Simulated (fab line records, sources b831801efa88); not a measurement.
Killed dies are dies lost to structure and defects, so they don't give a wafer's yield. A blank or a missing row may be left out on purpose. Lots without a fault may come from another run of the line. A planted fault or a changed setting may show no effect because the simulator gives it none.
fab line records | flow sky130
record lots=13 wafers=39 last_day=51
route steps=708 shown FIELD_ISO@18 NWELL@81 VT_ADJUST_HVTP@93 VT_ADJUST_LVTN@106
lots that met no fault: from a run of the same line without faults
start_h: hours from the record's first day to the start of the lot's first wafer shown | wait_h: hours since the lot's step before | " the same as in the row above | L1.1+2: a row that stands for several wafers | - no value, or no start given | * or withheld: withheld | < > ~ a bound
route shown NAME@n: a module of which the file shows steps, and the number in the route of the first | usual: mean/standard deviation of fault-free wafers | same: alike in all rows | chamber/n: place in a boat | sites: the reading at each site | _std_site: their standard deviation | _edge_site: outer sites' mean less inner sites' | radius_mm: how far each site lies from the wafer's centre | mask NAME#n: copy n | behind: the tool/chamber that last shaped the wafer | hold: why the lot was held/for how many hours/how that ended | device: the transistor (n, p or np) that didn't switch | end of line: the same wafers' tests at the end of the route | a step without rows: its recipe alone | killed: dies lost to structure and defects at the first sort, not the wafer's yield | map: a wafer's dies, x killed, . not, _ none there
set.NAME: the setting as run; set.NAME@STEP: as run at that earlier step | model.NAME: the simulator's own value behind a step, which no gauge read
steps of the route over a sample of lots; a table a step, a row a wafer
services: from which hour (start_h, from the record's first day; less than 0 if before it) a tool's chamber was out of use, for how many hours, and why
## steps
# step SKY_FIELD_ISO_ETCH_17
# recipe target_depth_a=3420 mask_material=Si3N4 chemistry=HBr/Cl2/O2 target=Si taper_deg=5 icp_w=600 bias_w=150 pressure_mtorr=15 HBr_flow_sccm=150 Cl2_flow_sccm=40 O2_flow_sccm=6 time_s=97.7
# usual drypump_motor_current_A=5.6/0.4 oes_product_au=1.001/0.011 throttle_valve_pct=25.655/0.011
# columns lot.wafer tool chamber start_h wait_h drypump_motor_current_A oes_product_au rf_hours_counter_h throttle_valve_pct
L464.1 rie_si-01 2 29.60 0.1 5.8 1.007 160 25.640
L464.2 " 1 " " 5.2 0.996 134 25.656
L464.4 " 0 " " 6.1 1.010 115 25.648
L465.1 rie_si-01 0 35.15 0.1 6.1 0.998 115 25.654
L465.4 " 0 " " 6.1 1.017 - 25.669
L465.5 " 1 " " 5.1 1.001 - 25.666
L466.1 rie_si-01 3 38.80 0.1 5.8 0.997 3 25.667
L466.2 " 1 " " 5.1 0.993 134 25.660
L466.4 " 1 " " 5.1 0.996 - 25.657
L467.3 rie_si-01 0 44.54 0.0 6.1 1.010 116 25.651
L467.4 " 0 " " 6.1 1.008 - 25.649
L467.5 " 3 " " 5.8 0.997 - 25.646
L468.3 rie_si-01 1 50.61 0.0 5.1 0.991 134 25.676
L468.4 " 3 " " 5.7 0.995 - 25.658
L468.5 " 0 " " 6.1 0.988 - 25.664
L474.3 rie_si-01 1 89.24 0.0 5.1 0.993 135 25.660
L474.4 " 2 " " 5.8 1.020 0 25.659
L474.6 " 1 " " 5.1 0.996 - 25.663
L475.1 rie_si-02 2 89.41 0.1 5.6 0.988 0 25.665
L475.2 " 3 " " 4.8 1.006 64 25.664
L475.5 " 0 " " 5.5 0.982 - 25.673
L481.1 rie_si-01 3 118.35 0.1 5.7 0.995 3 25.653
L481.4 " 1 " " 5.2 0.984 135 25.672
L481.6 " 3 " " 5.8 1.004 - 25.665
L482.1 rie_si-01 2 122.84 0.1 5.8 1.003 0 25.640
L482.2 " 3 " " 5.8 1.002 3 25.652
L482.6 " 2 " " 5.8 1.008 - 25.637
L483.1 rie_si-01 0 134.21 0.1 6.1 1.005 116 25.660
L483.2 " 3 " " 5.8 0.996 4 25.651
L483.3 " 2 " " 5.8 1.019 1 25.637
L484.2 rie_si-02 1 134.39 0.1 5.4 0.998 0 25.652
L484.4 " 3 " " 4.8 1.030 - 25.633
L484.6 " 2 " " 5.6 1.000 - 25.643
L485.4 rie_si-01 2 144.95 0.0 5.9 1.006 1 25.653
L485.5 " 3 " " 5.8 1.000 - 25.659
L485.6 " 2 " " 5.8 1.006 - 25.657
L487.2 rie_si-01 3 150.66 0.1 5.8 0.997 4 25.648
L487.4 " 2 " " 5.9 1.009 - 25.659
L487.5 " 3 " " 5.8 0.988 - 25.660
# step SKY_NWELL_RTA_28
# recipe temp_c=1050 time_s=30 idle_temp_c=650 ramp_up_c_per_s=150 ramp_down_c_per_s=90 ambient=N2
# usual lamp_power_pct=25.30/0.053 ramp_up_c_per_s=150.00/0.027 wafer_temp_C_max=1054.7/0.89
# columns lot.wafer tool chamber start_h wait_h lamp_power_pct ramp_up_c_per_s wafer_temp_C_max
L464.1 rtp_anneal-02 0 103.42 0.0 25.34 150.03 1054.7
L464.2 " 0 " " 25.33 149.96 1055.3
L464.4 " 0 " " 25.23 149.98 1055.7
L465.1 rtp_anneal-02 0 118.77 0.0 25.22 149.97 1053.7
L465.4 " 0 " " 25.36 150.02 1055.3
L465.5 " 0 " " 25.30 149.98 1056.6
L466.1 rtp_anneal-01 0 123.02 0.0 25.36 150.01 1055.3
L466.2 " 0 " " 25.36 149.99 1054.8
L466.4 " 0 " " 25.23 150.02 1053.3
L467.3 rtp_anneal-02 0 132.01 0.0 25.29 150.01 1054.1
L467.4 " 0 " " 25.23 150.00 1055.3
L467.5 " 0 " " 25.29 150.03 1054.5
L468.3 rtp_anneal-02 0 137.41 0.0 25.27 150.03 1054.6
L468.4 " 0 " " 25.28 149.97 1055.6
L468.5 " 0 " " 25.31 150.01 1057.0
L474.3 rtp_anneal-01 0 169.70 0.0 25.30 150.00 1055.6
L474.4 " 0 " " 25.35 150.00 1053.5
L474.6 " 0 " " 25.33 149.98 1054.2
L475.1 rtp_anneal-02 0 170.02 0.0 25.34 150.00 1054.5
L475.2 " 0 " " 25.36 149.99 1053.6
L475.5 " 0 " " 25.36 150.01 1055.2
L481.1 rtp_anneal-02 0 227.52 0.0 25.30 149.98 1054.6
L481.4 " 0 " " 25.31 149.96 1053.7
L481.6 " 0 " " 25.29 150.01 1054.6
L482.1 rtp_anneal-01 0 227.60 0.0 25.28 150.01 1056.7
L482.2 " 0 " " 25.29 149.99 1053.9
L482.6 " 0 " " 25.27 149.98 1054.7
L484.2 rtp_anneal-02 0 238.39 0.0 25.29 150.07 1055.2
L484.4 " 0 " " 25.33 150.06 1054.2
L484.6 " 0 " " 25.25 149.97 1056.6
L483.1 rtp_anneal-01 0 238.47 0.0 25.32 150.01 1054.9
L483.2 " 0 " " 25.27 150.03 1055.2
L483.3 " 0 " " 25.33 150.01 1055.7
L485.4 rtp_anneal-01 0 243.07 0.1 25.32 149.96 1056.5
L485.5 " 0 " " 25.32 150.00 1053.1
L485.6 " 0 " " 25.35 150.00 1055.4
L487.2 rtp_anneal-01 0 249.44 0.0 25.27 150.00 1053.4
L487.4 " 0 " " 25.22 150.03 1055.4
L487.5 " 0 " " 25.27 150.04 1054.6
# step SKY_VT_ADJUST_HVTP_OVL_MEAS_08
# usual VT_ADJUST_HVTP_OVL=0.5/1.3
# columns lot.wafer tool chamber start_h wait_h VT_ADJUST_HVTP_OVL[nm]
L464.1 overlay-01 - 121.39 0.1 -1.0
L464.2 " - " " 1.6
L464.4 " - " " -0.7
L465.1 overlay-01 - 137.04 0.1 -0.9
L465.4 " - " " -1.4
L465.5 " - " " -0.5
L466.1 overlay-01 - 141.76 0.1 0.2
L466.2 " - " " 1.6
L466.4 " - " " 1.4
L467.3 overlay-01 - 149.77 0.1 0.8
L467.4 " - " " 1.9
L467.5 " - " " 0.5
L468.3 overlay-01 - 155.77 0.1 1.0
L468.4 " - " " 1.9
L468.5 " - " " 1.4
L474.3 overlay-01 - 191.01 0.1 0.4
L474.4 " - " " -0.7
L474.6 " - " " 0.9
L475.1 overlay-02 - 191.16 0.1 1.8
L475.2 " - " " 1.0
L475.5 " - " " 0.1
L481.1 overlay-01 - 251.34 0.1 1.6
L481.4 " - " " 1.1
L481.6 " - " " 0.6
L482.1 overlay-02 - 251.51 0.1 -2.1
L482.2 " - " " -1.5
L482.6 " - " " -1.2
L484.2 overlay-02 - 261.90 0.1 -0.2
L484.4 " - " " 1.0
L484.6 " - " " -0.5
L483.1 overlay-02 - 262.56 0.1 1.7
L483.2 " - " " 1.8
L483.3 " - " " -0.1
L485.4 overlay-02 - 267.47 0.1 0.8
L485.5 " - " " -1.4
L485.6 " - " " -1.1
L487.2 overlay-02 - 274.10 0.1 1.1
L487.4 " - " " 1.5
L487.5 " - " " 0.7
# step SKY_VT_ADJUST_LVTN_STRIP_09
# recipe chemistry=O2/N2 power_w=1400 pressure_mtorr=1500 platen_temp_c=withheld o2_flow_sccm=3000 n2_flow_sccm=300 overash_fraction=0.5
# usual drypump_motor_current_A=5.2/0.33 oes_product_au=0.722/0.0042 strip_time_to_endpoint_s=36.90/0.095
# same overash_fraction=0.5
# columns lot.wafer tool chamber start_h wait_h drypump_motor_current_A oes_product_au rf_hours_counter_h strip_time_to_endpoint_s
L464.1 plasma_asher-02 1 139.39 0.1 5.6 0.720 2 36.88
L464.2 " 0 " " 5.1 0.719 2 37.17
L464.4 " 0 " " 5.1 0.717 - 36.98
L465.1 plasma_asher-01 0 155.46 0.1 5.7 0.726 36 37.01
L465.4 " 1 " " 4.8 0.729 - 36.98
L465.5 " 0 " " 5.7 0.723 - 36.98
L466.1 plasma_asher-01 1 160.29 0.1 4.8 0.723 36 36.94
L466.2 " 0 " " 5.6 0.720 36 36.74
L466.4 " 0 " " 5.7 0.724 - 36.84
L467.3 plasma_asher-02 1 170.17 0.1 5.6 0.724 - 36.98
L467.4 " 0 " " 5.1 0.723 - 36.96
L467.5 " 0 " " 5.1 0.714 - 37.06
L468.3 plasma_asher-02 0 177.01 0.1 5.1 0.718 - 36.73
L468.4 " 1 " " 5.6 0.722 - 36.86
L468.5 " 1 " " 5.6 0.724 - 36.84
L474.3 plasma_asher-02 1 213.24 0.1 5.6 0.716 - 37.01
L474.4 " 0 " " 5.1 0.720 - 36.89
L474.6 " 1 " " 5.6 0.726 - 36.93
L475.1 plasma_asher-04 1 213.27 0.1 4.9 0.907 53 -
L475.2 " 0 " " 5.2 0.911 53 -
L475.5 " 0 " " 5.2 0.915 - -
L481.1 plasma_asher-01 0 275.92 0.1 5.7 0.719 48 36.81
L481.4 " 1 " " 4.8 0.727 - 36.73
L481.6 " 1 " " 4.8 0.726 - 36.72
L482.1 plasma_asher-02 1 276.36 0.1 5.6 0.727 15 37.01
L482.2 " 0 " " 5.1 0.718 15 36.98
L482.6 " 1 " " 5.5 0.726 - 37.02
L484.2 plasma_asher-01 0 287.12 0.1 5.7 0.722 49 37.12
L484.4 " 0 " " 5.7 0.722 - 37.07
L484.6 " 1 " " 4.8 0.714 - 36.97
L483.1 plasma_asher-04 1 287.47 0.1 4.9 0.723 60 36.92
L483.2 " 0 " " 5.2 0.731 60 36.82
L483.3 " 0 " " 5.2 0.716 - 36.94
L485.4 plasma_asher-01 0 292.09 0.1 5.7 0.720 - 36.85
L485.5 " 0 " " 5.7 0.725 - 37.04
L485.6 " 1 " " 4.8 0.724 - 36.96
L487.2 plasma_asher-01 0 300.04 0.1 5.7 0.724 50 36.78
L487.4 " 0 " " 5.7 0.711 - 36.76
L487.5 " 0 " " 5.7 0.720 - 36.83
# step SKY_VT_ADJUST_LVTN_STRIP_20
# recipe chemistry=O2/N2 power_w=1400 pressure_mtorr=1500 platen_temp_c=withheld o2_flow_sccm=3000 n2_flow_sccm=300 overash_fraction=0.5
# usual drypump_motor_current_A=5.2/0.32 oes_product_au=0.716/0.0047 strip_time_to_endpoint_s=14.17/0.046
# same overash_fraction=0.5
# columns lot.wafer tool chamber start_h wait_h drypump_motor_current_A oes_product_au rf_hours_counter_h strip_time_to_endpoint_s
L464.1 plasma_asher-04 0 158.29 0.1 5.2 0.726 48 14.15
L464.2 " 1 " " 4.9 0.722 48 14.15
L464.4 " 0 " " 5.2 0.715 - 14.16
L465.1 plasma_asher-01 0 176.02 0.1 5.7 0.714 38 14.14
L465.4 " 1 " " 4.8 0.717 - 14.16
L465.5 " 1 " " 4.8 0.716 - 14.18
L466.1 plasma_asher-04 1 181.51 0.1 4.9 0.715 50 14.17
L466.2 " 0 " " 5.2 0.712 50 14.18
L466.4 " 0 " " 5.2 0.707 - 14.21
L467.3 plasma_asher-01 1 191.56 0.1 4.8 0.710 - 14.24
L467.4 " 0 " " 5.7 0.714 - 14.26
L467.5 " 0 " " 5.7 0.723 - 14.22
L468.3 plasma_asher-01 1 198.41 0.1 4.8 0.714 - 14.14
L468.4 " 0 " " 5.7 0.719 - 14.07
L468.5 " 1 " " 4.8 0.714 - 14.16
L474.3 plasma_asher-02 1 236.03 0.1 5.6 0.714 - 14.18
L474.4 " 0 " " 5.1 0.718 - 14.18
L474.6 " 1 " " 5.6 0.720 - 14.17
L475.1 plasma_asher-04 1 236.14 0.1 4.9 0.727 55 43.32
L475.2 " 0 " " 5.2 0.735 55 43.32
L475.5 " 0 " " 5.2 0.724 - 43.38
L481.1 plasma_asher-01 1 300.94 0.1 4.8 0.726 50 14.15
L481.4 " 1 " " 4.9 0.711 - 14.15
L481.6 " 1 " " 4.8 0.711 - 14.16
L482.1 plasma_asher-02 1 301.52 0.1 5.6 0.718 18 14.14
L482.2 " 0 " " 5.1 0.715 18 14.13
L482.6 " 0 " " 5.1 0.713 - 14.08
L484.2 plasma_asher-02 1 313.42 0.1 5.6 0.715 19 14.19
L484.4 " 0 " " 5.1 0.719 - 14.17
L484.6 " 1 " " 5.6 0.711 - 14.15
L483.1 plasma_asher-01 1 313.86 0.1 4.8 0.717 51 14.16
L483.2 " 0 " " 5.6 0.717 51 14.14
L483.3 " 1 " " 4.8 0.712 - 14.12
L485.4 plasma_asher-02 1 317.57 0.1 5.6 0.723 - 14.26
L485.5 " 1 " " 5.6 0.710 - 14.22
L485.6 " 0 " " 5.2 0.717 - 14.25
L487.2 plasma_asher-01 1 327.17 0.1 4.8 0.711 53 14.16
L487.4 " 0 " " 5.7 0.706 - 14.15
L487.5 " 1 " " 4.8 0.707 - 14.14
# step SKY_VT_ADJUST_LVTN_TW_MEAS_21
# usual VT_ADJUST_LVTN_2_TW=188.5/0.96
# columns lot.wafer tool chamber start_h wait_h VT_ADJUST_LVTN_2_TW
L464.1 film_metro-01 - 158.39 0.1 187.2
L464.2 " - " " 187.0
L464.4 " - " " 187.6
L465.1 film_metro-04 - 176.12 0.1 189.2
L465.4 " - " " 189.3
L465.5 " - " " 189.9
L466.1 film_metro-01 - 181.61 0.1 186.4
L466.2 " - " " 188.0
L466.4 " - " " 187.5
L467.3 film_metro-04 - 191.64 0.1 188.0
L467.4 " - " " 188.5
L467.5 " - " " 189.3
L468.3 film_metro-04 - 198.49 0.1 189.8
L468.4 " - " " 188.9
L468.5 " - " " 188.5
L474.3 film_metro-04 - 236.11 0.1 189.2
L474.4 " - " " 188.4
L474.6 " - " " 189.6
L475.1 film_metro-04 - 236.24 0.1 30.1
L475.2 " - " " 30.0
L475.5 " - " " 30.1
L481.1 film_metro-03 - 301.04 0.1 188.0
L481.4 " - " " 188.3
L481.6 " - " " 188.7
L482.1 film_metro-03 - 301.62 0.1 189.3
L482.2 " - " " 189.1
L482.6 " - " " 188.7
L484.2 film_metro-04 - 313.53 0.1 188.8
L484.4 " - " " 188.2
L484.6 " - " " 188.0
L483.1 film_metro-01 - 313.96 0.1 186.6
L483.2 " - " " 186.8
L483.3 " - " " 187.3
L485.4 film_metro-04 - 317.67 0.1 189.5
L485.5 " - " " 188.3
L485.6 " - " " 189.2
L487.2 film_metro-03 - 327.28 0.1 188.5
L487.4 " - " " 189.2
L487.5 " - " " 188.5
## services
# columns tool chamber start_h hours kind
rie_si-02 - 23.41 15.6 pm
rie_si-01 2 35.07 - clean
rie_si-01 2 35.07 22.9 scheduled_down
rie_si-01 2 35.07 22.9 vent_cycle
rie_si-01 2 76.81 5.1 repair
rie_si-01 3 91.27 3.2 repair
plasma_asher-02 - 108.75 9.0 pm
plasma_asher-02 - 143.17 2.8 pm
rie_si-01 1 147.64 - clean
rie_si-01 1 147.64 27.3 scheduled_down
plasma_asher-02 - 150.65 0.6 repair
plasma_asher-04 - 154.32 3.3 repair
rie_si-01 3 174.30 8.7 repair
rtp_anneal-01 - 207.97 0.8 pm
rtp_anneal-02 - 221.62 5.8 pm
plasma_asher-04 - 231.91 2.8 repair
rie_si-02 2 237.18 10.3 repair
rie_si-01 - 239.50 0.2 repair
rie_si-01 1 241.35 2.4 repair
plasma_asher-04 - 255.43 2.8 repair
rie_si-01 3 266.01 2.0 repair
rie_si-01 - 299.86 2.8 pm
plasma_asher-04 - 311.42 5.7 repair
plasma_asher-02 - 318.74 1.2 repair
## key
first_sign step=SKY_VT_ADJUST_LVTN_STRIP_09 reading=oes_product_au direction=up sigmas=45 usual=0.722 struck=0.911
effect step=SKY_VT_ADJUST_LVTN_STRIP_20 reading=strip_time_to_endpoint_s direction=up sigmas=99+ usual=* struck=*
effect step=SKY_VT_ADJUST_LVTN_TW_MEAS_21 reading=VT_ADJUST_LVTN_2_TW direction=down sigmas=99+ usual=188.5 struck=30.1
met_at SKY_VT_ADJUST_LVTN_STRIP_09
struck_lots L475
sort_left_out L475.1,L475.2,L475.5
tester_left_out L475
not_acting_at SKY_FIELD_ISO_ETCH_17,SKY_NWELL_RTA_28,SKY_VT_ADJUST_HVTP_OVL_MEAS_08
fault kind=strip_aborted tool=plasma_asher-04 chamber=- onset_h=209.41 steps=SKY_VT_ADJUST_LVTN_STRIP_09 offset=0.86011 end_h=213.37
# tester_left_out: of these lots the tester's yield and bins aren't shown, on N5 and GAA mostly nor the transistor test; their killed dies are dies lost to structure and defects alone, not to doping, threshold or leakage, so they don't give the yield
# sort_left_out: the simulated sort isn't trusted on such a fault, so these wafers' sort isn't shown, and their yield isn't known
